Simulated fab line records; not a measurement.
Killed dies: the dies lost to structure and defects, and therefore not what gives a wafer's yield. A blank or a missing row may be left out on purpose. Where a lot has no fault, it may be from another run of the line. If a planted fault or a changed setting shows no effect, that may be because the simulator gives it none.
Which of the tools did it? | flow gf180mcu | 42 wafers from 14 lots sampled at 3 of the route's 602 steps

== WHAT THE GAUGES READ, wafer by wafer ==
GF_HV_LDD_OVL_MEAS_08. Usual: HV_LDD_OVL -1.3 nm, standard deviation 1.2.
lot  | measured     | on         | HV_LDD_OVL (nm) | flag
L815 | day 10 09:44 | overlay-02 | -1.3 -1.2 -2.9  | 
L816 | day 10 14:47 | overlay-02 | -2.2 -0.9 -0.8  | 
L817 | day 10 22:53 | overlay-02 | 0.3 -0.9 -0.1   | 
L818 | day 11 06:44 | overlay-02 | -1.2 -0.8 -1.1  | 
L819 | day 11 14:17 | overlay-02 | -0.8 -0.3 -0.8  | 
L820 | day 11 16:56 | overlay-01 | -2.7 -2.2 -4.6  | 
L821 | day 12 05:26 | overlay-02 | 0.0 0.2 0.1     | 
L823 | day 12 15:58 | overlay-01 | -1.3 -0.3 -0.9  | 
L825 | day 13 06:37 | overlay-01 | -2.4 -3.7 -1.2  | 
L826 | day 13 14:23 | overlay-02 | -1.2 -0.9 0.9   | 
L827 | day 13 22:50 | overlay-01 | 0.5 -1.0 -0.3   | 
L828 | day 14 04:46 | overlay-01 | -1.0 -2.4 -3.1  | 
L829 | day 14 12:38 | overlay-02 | -2.6 -2.3 -2.0  | 
L830 | day 14 23:40 | overlay-01 | -1.4 -2.4 -1.6  | 

GF_HV_LDD_OVL_MEAS_20. Usual: HV_LDD_01_OVL -0.2 nm, standard deviation 1.5.
lot  | measured     | on         | HV_LDD_01_OVL (nm) | flag
L815 | day 11 03:56 | overlay-01 | 0.0 -0.3 0.0       | 
L816 | day 11 09:52 | overlay-01 | -1.4 -1.2 -1.4     | 
L817 | day 11 17:38 | overlay-02 | 1.7 0.1 0.1        | 
L818 | day 12 02:11 | overlay-02 | 2.0 0.9 1.9        | 
L819 | day 12 09:44 | overlay-02 | -0.8 -0.3 0.5      | 
L820 | day 12 12:32 | overlay-02 | 2.1 0.8 0.5        | 
L821 | day 13 01:11 | overlay-01 | 0.5 0.7 1.6        | 
L823 | day 13 11:55 | overlay-02 | -1.9 -1.7 -2.2     | 
L825 | day 14 03:14 | overlay-02 | 0.0 0.1 -0.1       | 
L826 | day 14 11:06 | overlay-01 | -3.9 -3.5 -1.6     | 
L827 | day 14 19:46 | overlay-02 | 2.1 1.1 1.4        | 
L828 | day 15 02:43 | overlay-01 | -1.7 0.4 -1.7      | 
L829 | day 15 10:35 | overlay-01 | -2.1 -1.4 -2.4     | 
L830 | day 15 21:56 | overlay-02 | -1.4 -0.8 -0.7     | 

GF_HV_LDD_CD_MEAS_46: the cd target is 400 nm. Usual: cdNm at 399.5 nm, with a standard deviation of 1.9.
lot  | measured     | on       | cdNm (nm)         | flag
L815 | day 12 18:02 | cdSem-01 | 400.0 400.7 399.1 | 
L816 | day 13 00:58 | cdSem-02 | 398.2 398.6 399.7 | 
L817 | day 13 09:39 | cdSem-01 | 399.4 400.0 398.4 | 
L818 | day 13 18:54 | cdSem-02 | 398.8 400.3 397.3 | 
L819 | day 14 02:50 | cdSem-01 | 395.4 398.3 397.2 | 
L820 | day 14 06:31 | cdSem-02 | 400.0 399.8 400.9 | 
L821 | day 14 18:46 | cdSem-02 | 398.1 402.2 401.3 | 
L823 | day 15 07:10 | cdSem-01 | 403.4 404.4 402.2 | 
L825 | day 15 23:01 | cdSem-01 | 398.6 398.6 397.3 | 
L826 | day 16 07:16 | cdSem-01 | 398.4 396.5 395.0 | 
L827 | day 16 16:34 | cdSem-02 | 401.0 402.2 402.4 | 
L828 | day 16 23:54 | cdSem-02 | 399.0 397.0 398.4 | 
L829 | day 17 08:55 | cdSem-02 | 397.5 397.3 399.2 | 
L830 | day 17 20:57 | cdSem-01 | 399.8 399.5 398.4 | 

== TOOL THAT RAN EACH LOT (tool first, then ch and the chambers of the sampled wafers, then the start) ==
The record holds no process step before these readings.

== WHAT THE TOOLS THEMSELVES READ (means of the sampled wafers that have a number; where no wafer has one, the mark that the record gives instead) ==
The record holds no such reading with a usual standard deviation.

== THE ANSWER, worked out from the rows above alone ==
Rule: take the mean of a lot's wafers that have a number; if it is more than 3 standard deviations from the usual mean, the lot is off. Also off: a lot with no number at a reading for which 4 or more lots have one. Any other lot the step has rows for is counted as sound. The gauges are gone through in route order, then the tools' own readings, and for those a lot's mean is taken as printed above. The first step at which some lot is off is used, and at that step the reading that is off furthest; a lot without a number counts as furthest.
Nothing can be told from this: no lot is off at any reading shown.

== WHAT HAD BEEN PUT IN BY THE SIMULATOR ==
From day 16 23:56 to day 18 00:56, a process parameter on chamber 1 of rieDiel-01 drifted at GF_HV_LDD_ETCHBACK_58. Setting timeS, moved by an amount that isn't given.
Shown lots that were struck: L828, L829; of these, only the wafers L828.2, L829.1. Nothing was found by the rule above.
